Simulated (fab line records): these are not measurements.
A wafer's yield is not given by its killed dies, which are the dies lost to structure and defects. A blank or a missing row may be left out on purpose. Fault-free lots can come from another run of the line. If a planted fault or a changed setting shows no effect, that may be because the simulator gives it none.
fab line records + flow gf180mcu
[record]
- lots = 6
- wafers = 18
- last-day = 34
route steps=602 shown M1@325 V1@335
lots that met no fault: taken from a fault-free run of the same line
start-h: start of the lot's first displayed wafer, in hours after the record's first day + wait-h: time in hours since the lot's previous step + " the same as in the row above + L1.1+2: a row that stands for several wafers + - no value, or no start given + * or withheld: withheld + < > ~ a bound
route shown NAME@n: NAME is a module with steps in the file, n the number in the route of the first one + usual: mean and standard deviation over wafers with no fault + same: alike in all rows + chamber/n: place in a boat + sites: readings site by site + _std_site: how widely they spread, as a standard deviation + _edge_site: inner sites' mean taken away from outer sites' mean + radius-mm: how far each site lies from the wafer's centre + mask NAME#n: copy n + behind: the last tool/chamber to shape the wafer + hold: reason for holding the lot/hours on hold/outcome of the hold + device: whichever transistor did not switch (one of n, p or np) + end of line: the route-end tests of the same wafers + step lacking rows: just its recipe + killed: the dies lost at the first sort to structure and to defects; this is not the yield of the wafer + map: per-die view of a wafer (x killed, . not killed, _ where there is no die)
set.NAME: the setting as run; set.NAME@STEP: as run at that earlier step + model.NAME: the simulator's own value behind a step, which no gauge read
certain route steps with their lots: each step a table, each wafer a row
services: a tool's chamber out of use, with start hour (start-h, from the record's first day; less than 0 if before it), hours out, and reason
[[steps]]
[step GF_M1_SOFTBAKE_10]
[recipe]
- temp-c = 130
- time-s = 60
- resist = KrF
[step GF_M1_EXPOSE_11]
[recipe]
- mask-id = Metal1
- target-cd-nm = 230
- na = 0.68
- source-shape = conventional
- sigma-outer = 0.6
- dose-mj = 28
[step GF_M1_PEB_12]
[recipe]
- peb-temp-c = 135
- peb-time-s = 90
- resist = KrF
[step GF_M1_DEVELOP_13]
[recipe]
- develop-time-s = 60
- dev-temp-c = 21
[step GF_M1_CD_MEAS_14]
[recipe]
- target-cd-nm = 230
[usual]
- cd-nm = 229.7/1.4
| lot.wafer | tool      | chamber | start-h | wait-h | cd-nm |
|-----------|-----------|---------|---------|--------|-------|
| L539.1    | cd-sem-02 | -       | 462.99  | 0.1    | 230.0 |
| L539.2    | "         | -       | "       | "      | 228.3 |
| L539.4    | "         | -       | "       | "      | 228.3 |
| L540.1    | cd-sem-01 | -       | 471.80  | 0.1    | 230.4 |
| L540.4    | "         | -       | "       | "      | 232.0 |
| L540.5    | "         | -       | "       | "      | 230.5 |
| L542.3    | cd-sem-02 | -       | 485.64  | 0.1    | 230.6 |
| L542.4    | "         | -       | "       | "      | 231.2 |
| L542.6    | "         | -       | "       | "      | 230.6 |
| L543.1    | cd-sem-01 | -       | 494.39  | 0.1    | 229.5 |
| L543.3    | "         | -       | "       | "      | 228.8 |
| L543.5    | "         | -       | "       | "      | 230.6 |
| L552.1    | cd-sem-02 | -       | 569.78  | 0.1    | 226.7 |
| L552.3    | "         | -       | "       | "      | 228.4 |
| L552.6    | "         | -       | "       | "      | 226.6 |
| L554.1    | cd-sem-01 | -       | 589.23  | 0.1    | 227.7 |
| L554.5    | "         | -       | "       | "      | 228.2 |
| L554.6    | "         | -       | "       | "      | 227.8 |
[step GF_M1_OVL_MEAS_15]
[usual]
- M1_OVL = 4/5
| lot.wafer | tool       | chamber | start-h | wait-h | M1_OVL[nm] |
|-----------|------------|---------|---------|--------|------------|
| L539.1    | overlay-02 | -       | 463.11  | 0.1    | -3         |
| L539.2    | "          | -       | "       | "      | -4         |
| L539.4    | "          | -       | "       | "      | 0          |
| L540.1    | overlay-02 | -       | 471.92  | 0.1    | 1          |
| L540.4    | "          | -       | "       | "      | -2         |
| L540.5    | "          | -       | "       | "      | 1          |
| L542.3    | overlay-01 | -       | 485.73  | 0.1    | 0          |
| L542.4    | "          | -       | "       | "      | 9          |
| L542.6    | "          | -       | "       | "      | -3         |
| L543.1    | overlay-02 | -       | 494.51  | 0.1    | 6          |
| L543.3    | "          | -       | "       | "      | 8          |
| L543.5    | "          | -       | "       | "      | 1          |
| L552.1    | overlay-01 | -       | 569.90  | 0.1    | 3          |
| L552.3    | "          | -       | "       | "      | 2          |
| L552.6    | "          | -       | "       | "      | -2         |
| L554.1    | overlay-02 | -       | 589.35  | 0.1    | 8          |
| L554.5    | "          | -       | "       | "      | 7          |
| L554.6    | "          | -       | "       | "      | 3          |
[step GF_M1_METAL_ETCH_16]
[recipe]
- chemistry = Cl2/BCl3
- mask-material = KrF
- target-depth-nm = 750.8
- stop-on = SiO2
- pressure-mtorr = 8
- icp-w = 800
- bias-w = 140
- Cl2_flow_sccm = 80
- bcl3-flow-sccm = 40
- time-s = 125.1
[usual]
- chamber-pressure-mTorr = 7.999/0.0084
- drypump-motor-current-A = 5.7/0.56
- mfc-cl2-sccm = 80.00/0.24
- oes-product-au = 0.991/0.0081
- throttle-valve-pct = 28.229/0.012
| lot.wafer | tool         | chamber | start-h | wait-h | chamber-pressure-mTorr | drypump-motor-current-A | mfc-cl2-sccm | oes-product-au | rf-hours-counter-h | throttle-valve-pct |
|-----------|--------------|---------|---------|--------|------------------------|-------------------------|--------------|----------------|--------------------|--------------------|
| L539.1    | rie-metal-01 | 1       | 463.14  | 0.0    | 7.992                  | 6.2                     | 79.95        | 0.993          | 10                 | 28.231             |
| L539.2    | "            | 0       | "       | "      | 8.003                  | 6.2                     | 80.22        | 0.997          | 6                  | 28.220             |
| L539.4    | "            | 1       | "       | "      | 7.997                  | 6.2                     | 79.92        | 0.991          | -                  | 28.238             |
| L540.1    | rie-metal-04 | 0       | 471.96  | 0.0    | 8.010                  | 4.8                     | 80.27        | 0.981          | 9                  | 28.247             |
| L540.4    | "            | 1       | "       | "      | 8.002                  | 5.2                     | 80.01        | 0.988          | -                  | 28.228             |
| L540.5    | "            | 1       | "       | "      | 7.987                  | 5.2                     | 80.09        | 0.997          | -                  | 28.250             |
| L542.3    | rie-metal-01 | 1       | 485.80  | 0.1    | 7.993                  | 6.2                     | 79.73        | 0.994          | -                  | 28.233             |
| L542.4    | "            | 0       | "       | "      | 8.003                  | 6.2                     | 79.61        | 0.992          | -                  | 28.239             |
| L542.6    | "            | 1       | "       | "      | 8.009                  | 6.2                     | 79.63        | 0.998          | -                  | 28.220             |
| L543.1    | rie-metal-01 | 1       | 494.54  | 0.0    | 7.997                  | 6.2                     | 79.88        | 0.997          | 11                 | 28.229             |
| L543.3    | "            | 1       | "       | "      | 7.988                  | 6.3                     | 80.04        | 0.997          | -                  | 28.232             |
| L543.5    | "            | 1       | "       | "      | 8.004                  | 6.2                     | 80.45        | 0.995          | -                  | 28.219             |
| L552.1    | rie-metal-03 | 1       | 569.94  | 0.0    | 7.996                  | 6.3                     | 80.12        | 0.968          | 2                  | 28.251             |
| L552.3    | "            | 0       | "       | "      | 8.006                  | 5.5                     | 80.04        | 0.993          | -                  | 28.232             |
| L552.6    | "            | 0       | "       | "      | 7.997                  | 5.5                     | 79.83        | 0.997          | -                  | 28.212             |
| L554.1    | rie-metal-03 | 1       | 589.39  | 0.0    | 8.001                  | 6.3                     | 80.10        | 0.979          | 2                  | 28.231             |
| L554.5    | "            | 1       | "       | "      | 8.010                  | 6.3                     | 79.66        | 0.983          | -                  | 28.250             |
| L554.6    | "            | 0       | "       | "      | 7.988                  | 5.5                     | 80.06        | 0.996          | -                  | 28.227             |
[step GF_M1_STRIP_17]
[recipe]
- chemistry = O2/N2
- power-w = 1400
- pressure-mtorr = 1500
- platen-temp-c = 250
- o2-flow-sccm = 3000
- n2-flow-sccm = 300
- overash-fraction = 0.5
[usual]
- chamber-pressure-mTorr = 1500.2/1.3
- drypump-motor-current-A = 5.8/0.39
- heater-power-w = 318/17
- n2-flow-sccm = 300.1/1
- oes-product-au = 0.536/0.0053
- strip-time-to-endpoint-s = 7.36/0.08
| lot.wafer | tool            | chamber | start-h | wait-h | chamber-pressure-mTorr | drypump-motor-current-A | heater-power-w | n2-flow-sccm | oes-product-au | rf-hours-counter-h | strip-time-to-endpoint-s |
|-----------|-----------------|---------|---------|--------|------------------------|-------------------------|----------------|--------------|----------------|--------------------|--------------------------|
| L539.1    | plasma-asher-02 | 0       | 463.27  | 0.1    | 1500.5                 | 6.4                     | 333            | 299.9        | 0.538          | 83                 | 7.32                     |
| L539.2    | "               | 1       | "       | "      | 1505.7                 | 5.9                     | 297            | 301.0        | 0.538          | 83                 | 7.34                     |
| L539.4    | "               | 1       | "       | "      | 1498.9                 | 5.9                     | 294            | 301.4        | 0.533          | -                  | 7.33                     |
| L540.1    | plasma-asher-01 | 0       | 472.09  | 0.1    | 1502.1                 | 5.9                     | 329            | 301.6        | 0.532          | 38                 | 7.41                     |
| L540.4    | "               | 1       | "       | "      | 1502.0                 | 5.5                     | 340            | 301.8        | 0.537          | -                  | 7.43                     |
| L540.5    | "               | 1       | "       | "      | 1498.9                 | 5.5                     | 341            | 301.9        | 0.548          | -                  | 7.39                     |
| L542.3    | plasma-asher-04 | 0       | 485.92  | 0.1    | 1499.7                 | 6.0                     | 319            | 301.5        | 0.535          | -                  | 7.32                     |
| L542.4    | "               | 1       | "       | "      | 1502.2                 | 5.2                     | 293            | 301.1        | 0.534          | -                  | 7.34                     |
| L542.6    | "               | 1       | "       | "      | 1499.3                 | 5.2                     | 305            | 299.4        | 0.538          | -                  | 7.34                     |
| L543.1    | plasma-asher-04 | 1       | 494.67  | 0.1    | 1500.3                 | 5.2                     | 295            | 300.8        | 0.534          | 73                 | 7.41                     |
| L543.3    | "               | 1       | "       | "      | 1501.9                 | 5.2                     | 299            | 298.6        | 0.536          | -                  | 7.39                     |
| L543.5    | "               | 1       | "       | "      | 1502.6                 | 5.2                     | 301            | 300.3        | 0.535          | -                  | 7.42                     |
| L552.1    | plasma-asher-01 | 0       | 570.07  | 0.1    | 1502.4                 | 6.0                     | 328            | 298.6        | 0.546          | 48                 | 7.51                     |
| L552.3    | "               | 1       | "       | "      | 1499.5                 | 5.5                     | 347            | 299.6        | 0.539          | -                  | 7.30                     |
| L552.6    | "               | 1       | "       | "      | 1500.1                 | 5.5                     | 348            | 299.5        | 0.535          | -                  | 7.27                     |
| L554.1    | plasma-asher-02 | 0       | 589.52  | 0.1    | 1499.2                 | 6.4                     | 325            | 299.7        | 0.536          | 97                 | 7.46                     |
| L554.5    | "               | 1       | "       | "      | 1500.6                 | 5.9                     | 293            | 300.6        | 0.533          | -                  | 7.45                     |
| L554.6    | "               | 0       | "       | "      | 1497.2                 | 6.5                     | 319            | 298.8        | 0.530          | -                  | 7.26                     |
[step GF_M1_STRIP_18]
[recipe]
- chemistry = post-etch-residue-remover
- time-s = 1200
- temp-c = 72.5
[step GF_M1_CLEAN_19]
[recipe]
- chemistry = DIW
- dry = n2-spin
[step GF_V1_CVD_00]
[recipe]
- material = SiO2
- target-thk-nm = 600
- sigma-open-frac = 0.3
- temp-c = 400
- time-s = 100
- sih4-flow-sccm = 60
- pressure-mtorr = 6
[step GF_V1_THK_MEAS_01]
[recipe]
- reads = SiO2_of_V1_CVD_00
[usual]
- V1_CVD_00_THK = 598/8.8
| lot.wafer | tool          | chamber | start-h | wait-h | V1_CVD_00_THK[nm] |
|-----------|---------------|---------|---------|--------|-------------------|
| L539.1    | film-metro-01 | -       | 463.88  | 0.0    | 611               |
| L539.2    | "             | -       | "       | "      | 603               |
| L539.4    | "             | -       | "       | "      | 608               |
| L540.1    | film-metro-04 | -       | 472.72  | 0.0    | 600               |
| L540.4    | "             | -       | "       | "      | 607               |
| L540.5    | "             | -       | "       | "      | 599               |
| L542.3    | film-metro-01 | -       | 486.51  | 0.1    | 583               |
| L542.4    | "             | -       | "       | "      | 605               |
| L542.6    | "             | -       | "       | "      | 595               |
| L543.1    | film-metro-04 | -       | 495.28  | 0.0    | 601               |
| L543.3    | "             | -       | "       | "      | 600               |
| L543.5    | "             | -       | "       | "      | 604               |
| L552.1    | film-metro-01 | -       | 570.68  | 0.0    | 600               |
| L552.3    | "             | -       | "       | "      | 588               |
| L552.6    | "             | -       | "       | "      | 602               |
| L554.1    | film-metro-01 | -       | 590.13  | 0.0    | 603               |
| L554.5    | "             | -       | "       | "      | 584               |
| L554.6    | "             | -       | "       | "      | 607               |
[step GF_V1_CVD_02]
[recipe]
- material = SiO2
- target-thk-nm = 850
- precursor = TEOS
- temp-c = 400
- time-s = 94.851
- rf-w = 600
[usual]
- heater-power-w = 702/96
- rf-fwd-power-W = 595.9/2.5
- susceptor-temp-C = 399.97/0.23
| lot.wafer | tool     | chamber | start-h | wait-h | heater-power-w | rf-fwd-power-W | susceptor-temp-C | model.SiO2_of_V1_CVD_02.thk-nm |
|-----------|----------|---------|---------|--------|----------------|----------------|------------------|--------------------------------|
| L539.1    | pecvd-01 | 1       | 463.94  | 0.1    | 696            | 598.5          | 400.26           | 848.7                          |
| L539.2    | "        | 2       | "       | "      | 745            | 595.6          | 399.98           | 850.8                          |
| L539.4    | "        | 1       | "       | "      | 564            | 593.9          | 399.99           | 855.2                          |
| L540.1    | pecvd-01 | 0       | 472.78  | 0.1    | 698            | 594.8          | 399.86           | 844.8                          |
| L540.4    | "        | 1       | "       | "      | 575            | 598.7          | 400.11           | 860.7                          |
| L540.5    | "        | 2       | "       | "      | 876            | 599.3          | 400.08           | 847.6                          |
| L542.3    | pecvd-01 | 2       | 486.55  | 0.0    | 872            | 500.8          | 399.68           | 803.9                          |
| L542.4    | "        | 0       | "       | "      | 803            | 501.2          | 399.64           | 808.5                          |
| L542.6    | "        | 1       | "       | "      | 604            | 500.4          | 400.01           | 820.3                          |
| L543.1    | pecvd-01 | 2       | 495.34  | 0.1    | 808            | 498.1          | 399.90           | 809.6                          |
| L543.3    | "        | 0       | "       | "      | 811            | 501.0          | 399.88           | 796.6                          |
| L543.5    | "        | 1       | "       | "      | 621            | 500.0          | 399.69           | 825.1                          |
| L552.1    | pecvd-04 | 1       | 570.74  | 0.1    | 538            | 590.5          | 399.94           | 839.5                          |
| L552.3    | "        | 0       | "       | "      | 661            | 595.3          | 399.60           | 840.1                          |
| L552.6    | "        | 1       | "       | "      | 576            | 591.9          | 399.74           | 859.1                          |
| L554.1    | pecvd-04 | 2       | 590.19  | 0.1    | 739            | 595.8          | 399.59           | 836.2                          |
| L554.5    | "        | 1       | "       | "      | 582            | 592.7          | 399.89           | 842.5                          |
| L554.6    | "        | 0       | "       | "      | 751            | 596.9          | 399.92           | 845.9                          |
[step GF_V1_THK_MEAS_03]
[recipe]
- reads = SiO2_of_V1_CVD_02
[usual]
- V1_CVD_02_THK = 848/14
| lot.wafer | tool          | chamber | start-h | wait-h | V1_CVD_02_THK[nm] |
|-----------|---------------|---------|---------|--------|-------------------|
| L539.1    | film-metro-04 | -       | 464.01  | 0.0    | 849               |
| L539.2    | "             | -       | "       | "      | 851               |
| L539.4    | "             | -       | "       | "      | 855               |
| L540.1    | film-metro-02 | -       | 472.85  | 0.0    | 845               |
| L540.4    | "             | -       | "       | "      | 860               |
| L540.5    | "             | -       | "       | "      | 848               |
| L542.3    | film-metro-02 | -       | 486.64  | 0.1    | 804               |
| L542.4    | "             | -       | "       | "      | 809               |
| L542.6    | "             | -       | "       | "      | 820               |
| L543.1    | film-metro-02 | -       | 495.41  | 0.0    | 810               |
| L543.3    | "             | -       | "       | "      | 797               |
| L543.5    | "             | -       | "       | "      | 825               |
| L552.1    | film-metro-04 | -       | 570.80  | 0.0    | 840               |
| L552.3    | "             | -       | "       | "      | 840               |
| L552.6    | "             | -       | "       | "      | 859               |
| L554.1    | film-metro-02 | -       | 590.25  | 0.0    | 837               |
| L554.5    | "             | -       | "       | "      | 843               |
| L554.6    | "             | -       | "       | "      | 846               |
[step GF_V1_CMP_04]
[recipe]
- material = SiO2
- down-force-psi = 4
- platen-rpm = 60
- pad-velocity-m-s = 0.94248
[usual]
- head-pressure-psi = 4.001/0.0081
- motor-current-A = 12.5/1.1
- time-to-endpoint-s = 84/6.5
| lot.wafer | tool   | chamber | start-h | wait-h | head-pressure-psi | motor-current-A | time-to-endpoint-s |
|-----------|--------|---------|---------|--------|-------------------|-----------------|--------------------|
| L539.1    | cmp-01 | 0       | 464.07  | 0.1    | 4.014             | 12.5            | 79                 |
| L539.4    | "      | 2       | "       | "      | 3.992             | 10.9            | 82                 |
| L539.2    | "      | 3       | "       | "      | 3.996             | 13.5            | 84                 |
| L540.4    | cmp-01 | 1       | 472.91  | 0.0    | 4.010             | 12.7            | 85                 |
| L540.1    | "      | 0       | "       | "      | 4.002             | 12.7            | 80                 |
| L540.5    | "      | 1       | "       | "      | 3.997             | 13.4            | 79                 |
| L542.3    | cmp-02 | 0       | 487.17  | 0.5    | 4.000             | 12.5            | 61                 |
| L542.4    | "      | 1       | "       | "      | 4.015             | 12.3            | 64                 |
| L542.6    | "      | 2       | "       | "      | 4.001             | 15.7            | 65                 |
| L543.1    | cmp-01 | 2       | 495.47  | 0.1    | 4.000             | 10.7            | 67                 |
| L543.3    | "      | 0       | "       | "      | 4.007             | 12.0            | 62                 |
| L543.5    | "      | 3       | "       | "      | 3.990             | 12.3            | 75                 |
| L552.3    | cmp-01 | 2       | 570.86  | 0.0    | 3.986             | 11.1            | 85                 |
| L552.1    | "      | 3       | "       | "      | 4.008             | 13.1            | 89                 |
| L552.6    | "      | 3       | "       | "      | 3.997             | 12.1            | 96                 |
| L554.1    | cmp-01 | 3       | 590.31  | 0.1    | 4.008             | 12.6            | 80                 |
| L554.6    | "      | 3       | "       | "      | 4.015             | 12.4            | 87                 |
| L554.5    | "      | 0       | "       | "      | 4.006             | 12.2            | 77                 |
[step GF_V1_BOW_MEAS_05]
[recipe]
- mode = bow
[usual]
- V1_BOW = 82/6.8
| lot.wafer | tool          | chamber | start-h | wait-h | V1_BOW[um] |
|-----------|---------------|---------|---------|--------|------------|
| L539.1    | film-metro-02 | -       | 464.37  | 0.2    | 77         |
| L539.2    | "             | -       | "       | "      | 80         |
| L539.4    | "             | -       | "       | "      | 84         |
| L540.1    | film-metro-01 | -       | 473.21  | 0.1    | 91         |
| L540.4    | "             | -       | "       | "      | 84         |
| L540.5    | "             | -       | "       | "      | 85         |
| L542.3    | film-metro-02 | -       | 487.41  | 0.2    | 73         |
| L542.4    | "             | -       | "       | "      | 92         |
| L542.6    | "             | -       | "       | "      | 86         |
| L543.1    | film-metro-01 | -       | 495.77  | 0.2    | 73         |
| L543.3    | "             | -       | "       | "      | 75         |
| L543.5    | "             | -       | "       | "      | 77         |
| L552.1    | film-metro-04 | -       | 571.16  | 0.2    | 78         |
| L552.3    | "             | -       | "       | "      | 72         |
| L552.6    | "             | -       | "       | "      | 85         |
| L554.1    | film-metro-04 | -       | 590.61  | 0.2    | 81         |
| L554.5    | "             | -       | "       | "      | 77         |
| L554.6    | "             | -       | "       | "      | 71         |
[[services]]
| tool            | chamber | start-h | hours | kind                           |
|-----------------|---------|---------|-------|--------------------------------|
| cmp-02          | -       | 439.97  | 3.6   | repair                         |
| cmp-02          | -       | 464.70  | 1.6   | repair                         |
| cmp-01          | -       | 478.25  | 12.6  | pm                             |
| cmp-02          | -       | 490.84  | 6.0   | pm                             |
| rie-metal-04    | -       | 501.25  | 1.4   | pm                             |
| rie-metal-04    | -       | 508.49  | 2.8   | pm                             |
| rie-metal-03    | 0       | 516.41  | 3.9   | repair                         |
| pecvd-01        | 1       | 524.62  | 7.6   | repair                         |
| plasma-asher-02 | -       | 527.12  | 2.9   | repair                         |
| pecvd-04        | -       | 533.69  | 2.8   | pm                             |
| cmp-02          | -       | 538.17  | 5.8   | pm                             |
| rie-metal-04    | -       | 540.49  | 14.6  | pm                             |
| rie-metal-01    | 1       | 541.57  | -     | clean                          |
| rie-metal-01    | 1       | 541.57  | 25.4  | scheduled-down                 |
| rie-metal-01    | 1       | 541.57  | 25.4  | vent-cycle                     |
| rie-metal-01    | -       | 546.69  | 2.8   | pm                             |
| rie-metal-01    | -       | 552.07  | 0.4   | repair                         |
| cmp-02          | -       | 554.03  | 1.0   | repair                         |
| cmp-01          | -       | 572.26  | 4.0   | pm                             |
| rie-metal-03    | 1       | 572.41  | 5.0   | repair                         |
| cmp-01          | -       | 576.26  | -     | consumable-replace:conditioner |
| cmp-01          | -       | 576.26  | -     | consumable-replace:pad         |
| plasma-asher-01 | -       | 581.03  | 1.3   | repair                         |
| plasma-asher-04 | -       | 585.39  | 14.6  | pm                             |
[[key]]
[first-sign]
- step = GF_V1_CVD_02
- reading = rf-fwd-power-W
- direction = down
- sigmas = 38
- usual = 595.9
- struck = 500.2
[effect]
- step = GF_V1_THK_MEAS_03
- reading = V1_CVD_02_THK
- direction = down
- sigmas = 2.8
- usual = 848
- struck = 811
[effect]
- step = GF_V1_CMP_04
- reading = time-to-endpoint-s
- direction = down
- sigmas = 2.8
- usual = *
- struck = *
[model-effect]
- step = GF_V1_CVD_02
- value = SiO2_of_V1_CVD_02.thk-nm
- without = 854
- struck = 810.7
met-at GF_V1_CVD_02
struck-wafers L542.3,L542.4,L542.6,L543.1,L543.3,L543.5
onset-between 472.78 486.55
[fault]
- kind = process-parameter-drift
- tool = pecvd-01
- chamber = -
- onset-h = 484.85
- steps = GF_V1_CVD_02
- channel = rf-w
- offset = -96
- shape = step
- end-h = 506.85
- acts-in = these-recipes-only
- stated = 600
